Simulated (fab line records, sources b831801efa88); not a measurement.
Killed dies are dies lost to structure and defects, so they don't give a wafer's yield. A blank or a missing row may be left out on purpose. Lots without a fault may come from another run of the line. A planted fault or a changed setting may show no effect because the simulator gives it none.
Which tool did it? | flow gf180mcu | 12 lots, 36 wafers sampled, at 6 steps of a route of 602

WHAT THE GAUGES READ, wafer by wafer
GF_HV_LDD_CD_MEAS_31: target cd 400 nm. Usual: cd_nm 400.3 nm, standard deviation 2.4.
lot  | measured     | on        | cd_nm (nm)        | flag
L440 | day 11 16:18 | cd_sem-02 | 396.6 395.8 394.1 |
L441 | day 12 01:05 | cd_sem-02 | 399.8 400.8 400.7 |
L444 | day 13 00:25 | cd_sem-02 | 403.9 402.1 403.5 |
L446 | day 13 15:50 | cd_sem-01 | 402.4 402.1 402.3 |
L447 | day 14 04:28 | cd_sem-02 | 398.0 397.3 397.3 |
L448 | day 14 10:41 | cd_sem-01 | 397.9 398.8 397.2 |
L449 | day 14 16:54 | cd_sem-02 | 400.5 400.7 399.0 |
L450 | day 15 08:31 | cd_sem-02 | 395.3 394.7 398.8 |
L452 | day 16 04:29 | cd_sem-01 | 405.8 406.0 401.8 |
L458 | day 17 17:59 | cd_sem-02 | 397.6 398.3 398.6 |
L460 | day 18 10:30 | cd_sem-01 | 400.6 396.7 399.9 |
L461 | day 18 16:09 | cd_sem-02 | 404.9 401.7 403.7 |

GF_HV_LDD_OVL_MEAS_32. Usual: HV_LDD_02_OVL 0.6 nm, standard deviation 1.2.
lot  | measured     | on         | HV_LDD_02_OVL (nm) | flag
L440 | day 11 16:25 | overlay-02 | 0.1 1.5 1.2        |
L441 | day 12 01:13 | overlay-01 | 1.6 -0.2 -0.5      |
L444 | day 13 00:32 | overlay-02 | 0.1 0.2 1.6        |
L446 | day 13 15:57 | overlay-01 | 0.4 0.5 0.7        |
L447 | day 14 04:34 | overlay-01 | 0.8 0.7 0.5        |
L448 | day 14 10:47 | overlay-01 | 0.3 0.0 1.1        |
L449 | day 14 17:01 | overlay-01 | 0.5 0.0 2.7        |
L450 | day 15 08:38 | overlay-01 | 0.5 1.0 1.7        |
L452 | day 16 04:37 | overlay-02 | 0.4 -1.4 -0.9      |
L458 | day 17 18:07 | overlay-01 | 1.8 1.3 1.3        |
L460 | day 18 10:37 | overlay-02 | 1.4 0.0 2.4        |
L461 | day 18 16:15 | overlay-02 | 1.9 2.3 3.1        |

GF_HV_LDD_THK_MEAS_55. Usual: HV_LDD_CVD_54_THK 9.96 nm, standard deviation 0.12.
lot  | measured     | on            | HV_LDD_CVD_54_THK (nm) | flag
L440 | day 12 14:32 | film_metro-01 | 9.71 9.93 9.75         |
L441 | day 12 22:19 | film_metro-04 | 9.85 9.94 9.78         |
L444 | day 13 22:32 | film_metro-04 | 9.89 9.91 9.93         |
L446 | day 14 15:11 | film_metro-02 | 10.10 10.08 10.08      |
L447 | day 15 03:23 | film_metro-02 | 9.73 9.90 9.76         |
L448 | day 15 11:05 | film_metro-01 | 9.91 9.77 9.75         |
L449 | day 15 17:23 | film_metro-01 | 10.05 9.91 9.96        |
L450 | day 16 09:17 | film_metro-04 | 10.25 9.95 10.06       |
L452 | day 17 05:46 | film_metro-01 | 9.77 9.91 10.00        |
L458 | day 18 19:05 | film_metro-01 | 9.87 9.84 9.97         |
L460 | day 19 12:16 | film_metro-02 | 9.70 9.86 9.87         |
L461 | day 19 18:16 | film_metro-04 | 9.98 10.04 9.93        |

GF_PSD_RS_MEAS_15: measures by four-point-probe. Usual: PSD_RS 108.6 ohm/sq, standard deviation 0.33.
lot  | measured     | on            | PSD_RS (ohm/sq)   | flag
L440 | day 14 09:43 | film_metro-02 | 108.8 109.1 108.9 |
L441 | day 14 18:05 | film_metro-01 | 108.2 108.2 107.9 |
L444 | day 15 20:50 | film_metro-01 | 108.2 108.1 108.1 |
L446 | day 16 12:37 | film_metro-01 | 108.5 108.7 108.1 |
L447 | day 17 02:59 | film_metro-02 | 108.8 108.8 108.5 |
L448 | day 17 10:29 | film_metro-01 | 109.1 108.8 109.1 |
L449 | day 17 17:28 | film_metro-03 | 108.3 108.5 108.5 |
L450 | day 18 09:44 | film_metro-03 | 108.4 108.5 108.5 |
L452 | day 19 07:11 | film_metro-01 | 108.7 108.7 108.7 |
L458 | day 20 21:14 | film_metro-03 | 108.8 108.2 108.8 |
L460 | day 21 12:31 | film_metro-03 | 110.6 110.3 110.6 | OFF
L461 | day 21 18:56 | film_metro-01 | 110.1 110.2 110.3 | OFF

WHICH TOOL RAN EACH LOT (tool, then ch and the chambers of the sampled wafers, then the start)
lot  | GF_PSD_IMPLANT_09               | GF_PSD_STRIP_10
L440 | implanter-01 ch 0, day 14 09:09 | plasma_asher-02 ch 0,1, day 14 09:18
L441 | implanter-01 ch 0, day 14 17:31 | plasma_asher-01 ch 0,1, day 14 17:40
L444 | implanter-01 ch 0, day 15 20:16 | plasma_asher-02 ch 0,1, day 15 20:24
L446 | implanter-03 ch 0, day 16 12:03 | plasma_asher-02 ch 0,1, day 16 12:10
L447 | implanter-01 ch 0, day 17 02:25 | plasma_asher-01 ch 0,1, day 17 02:33
L448 | implanter-03 ch 0, day 17 09:55 | plasma_asher-02 ch 0,1, day 17 10:03
L449 | implanter-01 ch 0, day 17 16:54 | plasma_asher-03 ch 0,1, day 17 17:03
L450 | implanter-03 ch 0, day 18 09:09 | plasma_asher-01 ch 0,1, day 18 09:18
L452 | implanter-01 ch 0, day 19 06:37 | plasma_asher-03 ch 0,1, day 19 06:46
L458 | implanter-04 ch 0, day 20 20:40 | plasma_asher-01 ch 0,1, day 20 20:49
L460 | implanter-03 ch 0, day 21 11:57 | plasma_asher-01 ch 0,1, day 21 12:06
L461 | implanter-03 ch 0, day 21 18:22 | plasma_asher-02 ch 0,1, day 21 18:30
- GF_PSD_IMPLANT_09
- GF_PSD_STRIP_10: strips in O2/N2.

WHAT THE TOOLS THEMSELVES READ (means of the sampled wafers that have a number; where no wafer has one, the mark that the record gives instead)
GF_PSD_IMPLANT_09. Usual: beam_energy_keV 40.000, standard deviation 0.013; faraday_current_uA 8267, standard deviation 180.
lot  | tool         | beam_energy_keV | faraday_current_uA | flag
L440 | implanter-01 | 39.993          | 8263               |
L441 | implanter-01 | 40.009          | 8329               |
L444 | implanter-01 | 40.001          | 8293               |
L446 | implanter-03 | 39.993          | 8080               |
L447 | implanter-01 | 40.002          | 8263               |
L448 | implanter-03 | 39.993          | 8145               |
L449 | implanter-01 | 40.000          | 8288               |
L450 | implanter-03 | 40.004          | 8077               |
L452 | implanter-01 | 40.007          | 8157               |
L458 | implanter-04 | 40.012          | 8361               |
L460 | implanter-03 | 38.422          | 8367               | OFF
L461 | implanter-03 | 38.456          | 8270               | OFF

GF_PSD_STRIP_10. Usual: drypump_motor_current_A 6.1 A, standard deviation 0.33; heater_power_w 323 W, standard deviation 18; oes_product_au 0.592 a.u., standard deviation 0.0042; strip_time_to_endpoint_s 16.53 s, standard deviation 0.037.
lot  | tool            | drypump_motor_current_A (A) | heater_power_w (W) | oes_product_au (a.u.) | strip_time_to_endpoint_s (s) | flag
L440 | plasma_asher-02 | 6.0                         | 313                | 0.590                 | 16.55                        |
L441 | plasma_asher-01 | 6.2                         | 316                | 0.594                 | 16.48                        |
L444 | plasma_asher-02 | 5.8                         | 321                | 0.592                 | 16.56                        |
L446 | plasma_asher-02 | 5.8                         | 322                | 0.594                 | 16.50                        |
L447 | plasma_asher-01 | 6.2                         | 318                | 0.590                 | 16.48                        |
L448 | plasma_asher-02 | 5.7                         | 325                | 0.590                 | 16.58                        |
L449 | plasma_asher-03 | 6.1                         | 357                | 0.592                 | 16.48                        |
L450 | plasma_asher-01 | 6.2                         | 311                | 0.591                 | 16.54                        |
L452 | plasma_asher-03 | 6.1                         | 351                | 0.591                 | 16.55                        |
L458 | plasma_asher-01 | 6.2                         | 315                | 0.594                 | 16.45                        |
L460 | plasma_asher-01 | 6.2                         | 317                | 0.598                 | 16.39                        | OFF
L461 | plasma_asher-02 | 6.0                         | 314                | 0.597                 | 16.42                        |

THE ANSWER, worked out from the rows above alone
Rule: a lot is off if the mean of its wafers that have a number lies more than 3 standard deviations from the usual mean. A lot without any number at a reading at which 4 lots or more have one is off too. The other lots that the step has rows for count as sound. The gauges are gone through in route order, then the tools' own readings, and for those a lot's mean is taken as printed above. The first step at which some lot is off is used, and at that step the reading that is off furthest; a lot without a number counts as furthest.
Off: L460, L461, at GF_PSD_RS_MEAS_15 (PSD_RS).
A tool fits if, at a process step before that reading, it ran every lot that is off, and no sound lot after the first of them. The gauges at GF_PSD_RS_MEAS_15 aren't tried: what is off there is off at GF_PSD_IMPLANT_09 too, on other tools, and a gauge's error can't cause that. One fits: implanter-03 at GF_PSD_IMPLANT_09. Its last sound lot is L450 (day 18 09:09), its first lot that is off L460 (day 21 11:57): a fault that began between those two fits.
The tool's own readings at GF_PSD_IMPLANT_09 bear it out: on the lots that are off they differ by more than 5 times the standard deviation of the sound lots' means. beam_energy_keV reads 38.439 there against 40.001 on the sound lots.

WHAT THE SIMULATOR HAD PUT IN
Process parameter drift: implanter-03, from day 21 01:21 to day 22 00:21, at GF_PSD_IMPLANT_09. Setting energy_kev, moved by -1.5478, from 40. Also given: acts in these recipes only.
Lots struck among those shown: L460, L461. The rule above found the same.
